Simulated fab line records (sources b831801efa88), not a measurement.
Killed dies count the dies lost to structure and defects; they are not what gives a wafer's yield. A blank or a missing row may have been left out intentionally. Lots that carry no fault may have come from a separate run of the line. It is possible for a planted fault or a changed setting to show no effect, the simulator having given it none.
Chamber matching -- flow gf180mcu -- GF_CONTACT_CMP_27 on cmp-02: 4 sister chambers
The step polishes, stops on SiO2, t overpolish 15 s, target thk 0 nm. 4 wafers are shown with their chamber, then 8 later ones without.

WAFERS WITH THEIR CHAMBER
wafer,chamber,motor_current_A (A)
L480.3,0,11.7
L483.2,1,9.7
L483.5,2,10.8
L485.2,3,11.7

WAFERS WHOSE CHAMBER IS MISSING
wafer,motor_current_A (A)
L485.4,9.4
L485.6,9.0
L486.3,11.8
L486.4,9.8
L486.6,12.3
L488.1,11.8
L488.2,10.9
L488.3,11.8

WHICH CHAMBER EACH ONE RAN IN
wafer,from the rows above,in truth
L485.4,1,1
L485.6,1,1
L486.3,can't be placed: 0 or 3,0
L486.4,1,1
L486.6,can't be placed: 0 or 3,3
L488.1,can't be placed: 0 or 3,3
L488.2,can't be placed: 2 or 0 or 3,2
L488.3,can't be placed: 0 or 3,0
Correct placement for 3 of the 8. Not placeable from these rows: 5 (in 5, the candidates include the true chamber). Number placed wrongly: 0.
How it was worked out, from the rows above alone: a wafer's distance from a chamber is the root of the sum, over the readings, of the square of ((its reading less the chamber's mean) divided by the reading's scatter). If the next closest chamber is less than 2 further off than the closest, the wafer can't be placed; otherwise it belongs to the closest. For every chamber, the mean is computed from those of its wafers that are shown. The scatter (one wafer shown for each chamber): square how far every hidden wafer sits from the nearest shown wafer, average those squares and take the square root.
